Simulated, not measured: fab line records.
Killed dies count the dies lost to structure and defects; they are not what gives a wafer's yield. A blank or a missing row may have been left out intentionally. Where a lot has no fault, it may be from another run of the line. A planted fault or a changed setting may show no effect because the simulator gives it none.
Which tool was responsible? -- flow sky130 -- Sampling: 13 lots, 39 wafers, 5 of 708 route steps

== WHAT THE GAUGES SHOWED, per wafer ==
SKY_NWELL_THK_MEAS_02.
lot,measured,on,NWELL_OXIDATION_THK (nm)
L884,day 2 20:16,film metro-03,9.92 9.85 10.02
L888,day 3 14:19,film metro-01,9.45 9.52 9.64
L891,day 4 03:26,film metro-01,9.86 9.89 9.73
L892,day 4 07:17,film metro-01,9.79 9.77 9.80
L893,day 4 15:37,film metro-03,10.03 9.83 9.98
L897,day 5 13:55,film metro-03,9.89 9.91 10.09
L900,day 6 04:26,film metro-03,10.02 10.01 9.84
L901,day 6 06:23,film metro-04,10.05 10.32 10.01
L902,day 6 12:22,film metro-04,9.82 9.83 9.59
L903,day 6 19:12,film metro-04,10.28 9.99 10.10
L904,day 6 23:17,film metro-04,10.12 10.02 10.13
L905,day 7 05:01,film metro-04,10.07 9.93 10.26
L907,day 7 14:02,film metro-01,10.12 10.08 9.96

SKY_NWELL_TW_MEAS_26.
lot,measured,on,NWELL_2_TW
L884,day 5 21:13,film metro-04,503 501 501
L888,day 6 16:43,film metro-04,498 504 502
L891,day 7 07:34,film metro-01,860 865 866
L892,day 7 11:10,film metro-04,886 888 898
L893,day 7 21:01,film metro-04,892 897 892
L897,day 9 01:32,film metro-01,489 490 490
L900,day 9 16:59,film metro-01,490 490 487
L901,day 9 19:08,film metro-03,488 487 490
L902,day 10 03:11,film metro-01,492 491 494
L903,day 10 11:04,film metro-04,506 504 503
L904,day 10 13:45,film metro-03,488 489 485
L905,day 10 22:13,film metro-04,500 505 503
L907,day 11 09:53,film metro-03,490 487 488

SKY_NWELL_RS_MEAS_29: a four-point-probe measurement.
lot,measured,on,NWELL_RS (ohm/sq)
L884,day 5 21:29,film metro-03,626.4 626.7 625.9
L888,day 6 16:56,film metro-03,625.7 626.6 626.6
L891,day 7 07:46,film metro-03,623.4 622.7 623.2
L892,day 7 11:26,film metro-03,625.6 626.1 626.7
L893,day 7 21:14,film metro-04,623.7 627.0 624.7
L897,day 9 01:46,film metro-01,624.4 625.9 623.6
L900,day 9 17:14,film metro-04,623.6 624.3 625.8
L901,day 9 19:21,film metro-01,626.1 623.9 627.2
L902,day 10 03:25,film metro-03,623.2 623.5 622.2
L903,day 10 11:17,film metro-01,628.5 627.5 628.8
L904,day 10 14:05,film metro-04,623.6 625.7 621.8
L905,day 10 22:26,film metro-03,625.3 623.2 622.8
L907,day 11 10:06,film metro-04,623.9 623.4 621.1

SKY_VT_ADJUST_HVTP_CD_MEAS_07: target cd 380 nm.
lot,measured,on,cd nm (nm)
L884,day 6 17:23,cd sem-01,377.1 376.4 377.3
L888,day 7 13:07,cd sem-02,384.3 382.9 381.9
L891,day 8 04:47,cd sem-02,381.8 380.3 380.7
L892,day 8 08:11,cd sem-01,379.2 378.2 376.4
L893,day 8 18:11,cd sem-02,379.3 380.5 380.9
L897,day 10 00:26,cd sem-02,379.0 378.6 380.5
L900,day 10 16:38,cd sem-01,374.5 374.6 374.1
L901,day 10 18:17,cd sem-01,382.1 383.0 380.2
L902,day 11 02:43,cd sem-02,382.0 380.9 384.0
L903,day 11 11:37,cd sem-01,380.0 379.5 382.4
L904,day 11 14:11,cd sem-01,376.8 379.8 378.6
L905,day 11 22:43,cd sem-01,378.9 381.3 379.4
L907,day 12 09:26,cd sem-01,376.3 376.6 376.4

== WHAT TOOL EACH LOT RAN ON (gives the tool, then ch and the chambers of the sampled wafers, and finally the start) ==
lot,SKY_NWELL_IMPLANT_24
L884,"implanter-04 ch 0, day 5 20:59"
L888,"implanter-02 ch 0, day 6 16:28"
L891,"implanter-01 ch 0, day 7 07:19"
L892,"implanter-01 ch 0, day 7 10:55"
L893,"implanter-01 ch 0, day 7 20:46"
L897,"implanter-02 ch 0, day 9 01:17"
L900,"implanter-04 ch 0, day 9 16:46"
L901,"implanter-04 ch 0, day 9 18:54"
L902,"implanter-04 ch 0, day 10 02:56"
L903,"implanter-01 ch 0, day 10 10:49"
L904,"implanter-02 ch 0, day 10 13:31"
L905,"implanter-02 ch 0, day 10 21:58"
L907,"implanter-01 ch 0, day 11 09:38"
- SKY_NWELL_IMPLANT_24

== AS READ BY THE TOOLS THEMSELVES (means over the sampled wafers that have a number; for cases with no such wafer, the mark the record gives instead) ==
SKY_NWELL_IMPLANT_24.
lot,tool,dose ions cm2,faraday current uA
L884,implanter-04,9.202e+12,50.6
L888,implanter-02,9.210e+12,52.1
L891,implanter-01,5.587e+13,318.9
L892,implanter-01,5.586e+13,320.1
L893,implanter-01,5.587e+13,313.2
L897,implanter-02,9.205e+12,51.6
L900,implanter-04,9.190e+12,51.7
L901,implanter-04,9.209e+12,51.5
L902,implanter-04,9.202e+12,51.4
L903,implanter-01,9.206e+12,51.7
L904,implanter-02,9.190e+12,51.9
L905,implanter-02,9.205e+12,50.8
L907,implanter-01,9.206e+12,51.3

== THE ANSWER, worked out from the rows above alone ==
Rule: the usual values come from the lots themselves. Put in order of their means at a reading, lots are off if they are a third of the lots or fewer, leave a main group of 4 or more, and stand apart from it by a gap of 3 or more times the standard deviation of the main group's means; of several such gaps the widest counts. A main group is skipped when, at the precision printed for the reading in the tables above, its means are all equal. A lot without any number at a reading at which 4 lots or more have one is off too. Where the step has rows for the other lots, those lots are counted as sound. After the gauges, taken in route order, come the tools' own readings; for these a lot's mean is taken, as printed above. At the first step where some lot is off, the reading lying furthest off is the one used; lots without a number count as furthest.
Off: at SKY_NWELL_TW_MEAS_26 (NWELL_2_TW), L891, L892, L893. For the main group the mean is 494 and the standard deviation 6.7.
A tool fits if, at a process step before that reading, it ran every lot that is off, and no sound lot after the first of them. Not tried: the gauges at SKY_NWELL_TW_MEAS_26; whatever is off there is also off at SKY_NWELL_IMPLANT_24, on other tools, and gauge error can't account for it. Of those tried, none fits.

== WHAT THE SIMULATOR HAD INSERTED ==
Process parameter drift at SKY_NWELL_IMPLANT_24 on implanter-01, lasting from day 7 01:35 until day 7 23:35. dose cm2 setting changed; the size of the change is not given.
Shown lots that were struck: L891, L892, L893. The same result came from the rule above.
